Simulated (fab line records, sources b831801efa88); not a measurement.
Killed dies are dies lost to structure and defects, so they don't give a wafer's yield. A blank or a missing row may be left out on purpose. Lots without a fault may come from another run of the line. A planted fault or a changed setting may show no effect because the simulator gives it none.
Problem report in the 8D (eight disciplines) form, filled by code | flow gf180mcu | the parts of the form that need people (team, actions taken, sign-off) are left out

1. THE PROBLEM
run_length_s at GF_STI_ETCH_14 reads a mean of 136.7 s on 2 wafers of 2 lots; wafers without a fault read 131.1 s with a standard deviation of 0.45. That is +12 standard deviations from the usual mean.
The step: etches Si in HBr/Cl2/O2, target depth 360 nm, time 102.9 s.
First seen on wafer L932.3, day 3 20:54, on rie_si-01. The record holds 36 wafers of 12 lots with a number at this step. Rule for "out", or "out of limits": more than 4 standard deviations from the usual mean. The other wafers with a number count as sound.

2. WHAT IT IS AND WHAT IT IS NOT
question                    | is               | is not
which readings at this step | run_length_s     | drypump_motor_current_A, oes_product_au, throttle_valve_pct
which lots                  | L932, L936       | L925, L926, L927, L928, L929, L930, L940, L941, L942, L947
which wafers of those lots  | L932.3, L936.4   | L932.4, L932.6, L936.3, L936.5
read on which tools         | rie_si-01        | rie_si-02
when                        | from day 3 20:54 | up to then (20 sound wafers); but 14 sound wafers of L936, L940, L941, L942, L947 came after

3. SUSPECTS, AND WHAT RULES EACH OUT
Counting: a tool at a process step up to the reading stays a suspect if it ran every lot that is out. Sound lots after the first of them don't rule it out here, since some wafers of a struck lot are sound.
- rie_diel-04 at GF_STI_ETCH_13 (etches the open film in CHF3/O2, stops on Si, target depth 282.31 nm, time 110.4 s): kept. It ran every lot that is out, first L932 (day 3 20:49); its last sound lot up to then is L930 (day 3 08:13).
- rie_si-01 at GF_STI_ETCH_14 (etches Si in HBr/Cl2/O2, target depth 360 nm, time 102.9 s): kept. It ran every lot that is out, first L932 (day 3 20:54); its last sound lot up to then is L930 (day 3 08:18). Its own readings are out on those wafers: run_length_s.
- Within rie_si-01 at GF_STI_ETCH_14: the wafers that are out ran in chamber 0; their sound lot-mates ran in chambers 1, 2, 3.
Left after counting: rie_diel-04 at GF_STI_ETCH_13, rie_si-01 at GF_STI_ETCH_14.

4. THE CAUSE (what the simulator had put in)
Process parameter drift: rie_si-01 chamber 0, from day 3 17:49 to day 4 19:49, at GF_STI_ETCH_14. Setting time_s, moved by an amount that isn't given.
Counting left 2 suspects, and this tool is among them.

5. THE CHAIN OF EFFECTS, in route order
Each row: a reading whose mean over the struck wafers that have a number lies more than 3 standard deviations from the usual. Only readings for which the record gives a usual standard deviation are gone through. hours: the time from each lot's start at the first step in this table that gives one to its start at this step, as a median over the lots. sigmas: the change in usual standard deviations.
hours | step           | reading      | usual   | on struck wafers | change | sigmas
0     | GF_STI_ETCH_14 | run_length_s | 131.1 s | 136.7            | +5.6   | +12
The process steps in it:
- GF_STI_ETCH_14: etches Si in HBr/Cl2/O2, target depth 360 nm, time 102.9 s.

6. WHAT WOULD HAVE CAUGHT IT SOONER
In this record the first reading out of limits was taken at day 3 20:54, 3 hours after the fault began at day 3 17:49.
